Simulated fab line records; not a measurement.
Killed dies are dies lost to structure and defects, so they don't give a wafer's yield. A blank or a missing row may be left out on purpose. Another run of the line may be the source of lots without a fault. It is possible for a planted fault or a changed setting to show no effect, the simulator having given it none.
A sampling plan put to the test | flow gf180mcu | one line in one fab, 16 faults in these records, each fault weighed on the records of the lots it struck
What counts as the plan is the set of the line's own looks, namely the steps on the route at which a gauge or an inspection reads a wafer and does not change it. A look can be judged if struck wafers have a number there and the file gives its usual mean and standard deviation on fault-free wafers. Caught: 4 or more of those standard deviations (sigma) separate the usual mean from the mean of the struck wafers at a look after the fault's first step. On the tool: the same test on the tool's own readings at the fault's steps. Caught also covers a different recipe on the struck wafers, or a record left blank for those wafers only.

## THE FAULTS, as the simulator had put them in
1. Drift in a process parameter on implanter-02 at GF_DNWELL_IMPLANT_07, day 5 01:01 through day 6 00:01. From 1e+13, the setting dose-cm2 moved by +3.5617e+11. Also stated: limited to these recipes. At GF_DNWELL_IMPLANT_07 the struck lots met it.
2. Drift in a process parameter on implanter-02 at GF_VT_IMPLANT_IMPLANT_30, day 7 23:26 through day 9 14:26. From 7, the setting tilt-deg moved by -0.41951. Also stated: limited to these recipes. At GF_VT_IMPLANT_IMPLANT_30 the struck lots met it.
3. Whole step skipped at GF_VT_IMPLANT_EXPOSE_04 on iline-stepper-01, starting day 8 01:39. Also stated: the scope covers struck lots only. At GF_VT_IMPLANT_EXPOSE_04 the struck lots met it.
4. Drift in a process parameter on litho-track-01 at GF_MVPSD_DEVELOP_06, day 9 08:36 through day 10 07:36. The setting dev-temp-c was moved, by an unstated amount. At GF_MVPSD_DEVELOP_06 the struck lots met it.
5. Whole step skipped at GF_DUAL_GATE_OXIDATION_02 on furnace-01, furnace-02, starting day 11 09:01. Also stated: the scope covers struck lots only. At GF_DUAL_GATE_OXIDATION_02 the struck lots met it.
6. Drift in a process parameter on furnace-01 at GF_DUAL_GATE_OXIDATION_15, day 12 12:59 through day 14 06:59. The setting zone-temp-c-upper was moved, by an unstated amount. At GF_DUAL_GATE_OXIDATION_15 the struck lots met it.
7. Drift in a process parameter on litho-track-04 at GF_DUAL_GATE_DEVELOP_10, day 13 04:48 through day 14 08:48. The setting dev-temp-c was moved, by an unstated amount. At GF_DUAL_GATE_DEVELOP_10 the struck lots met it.
8. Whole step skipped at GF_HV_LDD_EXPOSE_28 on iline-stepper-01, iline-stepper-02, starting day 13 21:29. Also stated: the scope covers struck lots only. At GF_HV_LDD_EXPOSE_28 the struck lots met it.
9. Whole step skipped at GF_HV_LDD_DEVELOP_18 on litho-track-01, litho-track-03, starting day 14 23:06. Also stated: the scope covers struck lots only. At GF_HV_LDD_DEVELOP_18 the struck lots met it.
10. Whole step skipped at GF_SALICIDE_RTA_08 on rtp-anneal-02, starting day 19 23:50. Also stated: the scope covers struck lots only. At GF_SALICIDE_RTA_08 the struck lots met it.
11. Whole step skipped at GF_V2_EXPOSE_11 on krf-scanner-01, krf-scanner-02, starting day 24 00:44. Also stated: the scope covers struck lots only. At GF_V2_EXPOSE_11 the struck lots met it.
12. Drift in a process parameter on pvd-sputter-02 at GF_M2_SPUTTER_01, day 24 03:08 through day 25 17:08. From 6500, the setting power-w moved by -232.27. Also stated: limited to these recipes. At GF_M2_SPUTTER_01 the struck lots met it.
13. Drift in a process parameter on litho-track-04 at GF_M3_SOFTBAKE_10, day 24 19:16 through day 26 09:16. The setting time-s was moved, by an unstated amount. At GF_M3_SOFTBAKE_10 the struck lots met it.
14. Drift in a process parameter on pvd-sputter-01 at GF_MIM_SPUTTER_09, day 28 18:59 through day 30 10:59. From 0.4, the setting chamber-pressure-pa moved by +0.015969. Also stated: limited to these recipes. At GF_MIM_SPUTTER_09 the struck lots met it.
15. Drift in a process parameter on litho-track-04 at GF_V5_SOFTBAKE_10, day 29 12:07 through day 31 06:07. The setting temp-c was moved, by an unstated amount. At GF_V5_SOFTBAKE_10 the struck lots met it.
16. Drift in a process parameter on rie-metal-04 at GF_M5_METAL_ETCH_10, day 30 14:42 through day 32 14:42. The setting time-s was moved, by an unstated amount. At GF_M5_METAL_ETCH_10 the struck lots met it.

## WHAT THE PLAN SAW
fault | on the tool itself                               | first look that catches it                      | reading, sigma | median hours from its first step to that look | hours from the fault's start to the first struck lot there | judged looks passed uncaught
1     | dose-ions-cm2 +29 sigma                          | none of the 2 looks that can be judged after it | -              | -                                             | -                                                          | 2
2     | tilt-deg -21 sigma                               | not the one look that can be judged after it    | -              | -                                             | -                                                          | 1
3     | no reading that can be judged                    | no look after it can be judged                  | -              | -                                             | -                                                          | 0
4     | developer-temp-C -8.7 sigma                      | none of the 2 looks that can be judged after it | -              | -                                             | -                                                          | 2
5     | the tool's record is blank for the struck wafers | no look after it can be judged                  | -              | -                                             | -                                                          | 0
6     | spike-tc-upper-C -39 sigma                       | not the one look that can be judged after it    | -              | -                                             | -                                                          | 1
7     | developer-temp-C +22 sigma                       | no look after it can be judged                  | -              | -                                             | -                                                          | 0
8     | no reading that can be judged                    | no look after it can be judged                  | -              | -                                             | -                                                          | 0
9     | the tool's record is blank for the struck wafers | no look after it can be judged                  | -              | -                                             | -                                                          | 0
10    | the tool's record is blank for the struck wafers | no look after it can be judged                  | -              | -                                             | -                                                          | 0
11    | no reading that can be judged                    | no look after it can be judged                  | -              | -                                             | -                                                          | 0
12    | cathode-dc-power-W -99 or beyond sigma           | no look after it can be judged                  | -              | -                                             | -                                                          | 0
13    | run-length-s +28 sigma                           | not the one look that can be judged after it    | -              | -                                             | -                                                          | 1
14    | chamber-pressure-pa +21 sigma                    | no look after it can be judged                  | -              | -                                             | -                                                          | 0
15    | heater-power-total-W +99 or beyond sigma         | GF_V5_CD_MEAS_14                                | cd-nm +29      | 9.4                                           | 22                                                         | 0
16    | run-length-s -10 sigma                           | not the one look that can be judged after it    | -              | -                                             | -                                                          | 1
Dash: fault not caught, or number not given in these records.

Caught at a look: 1 of 16. Caught on the tool: 13 of 16. By one or the other: 13 of 16.
On the tool alone, faults 1, 2, 4, 5, 6, 7, 9, 10, 12, 13, 14, 16 were caught.
Caught by neither: faults 3, 8, 11.

## THINNER SAMPLING
Were the look that catches a fault to measure just every second or every third lot (counted by lot number), the first struck lot would, at worst, be measured this late:
fault | struck lots at that look, in order of time | every lot | every second lot | every third lot
15    | L166, L168                                 | 22 h      | may miss all 2   | may miss all 2
Hours count from the start of the fault until the first struck lot that is measured. The test against the limit of 4 sigma pooled every struck wafer, which means one lot taken alone may stay below that limit. Other struck lots may not be in these records.

## THE LONGEST TIMED WAY FROM STEP TO LOOK
For fault 15, GF_V5_SOFTBAKE_10 and GF_V5_CD_MEAS_14 are separated by a median of 9.4 hours. No look between them can be judged.
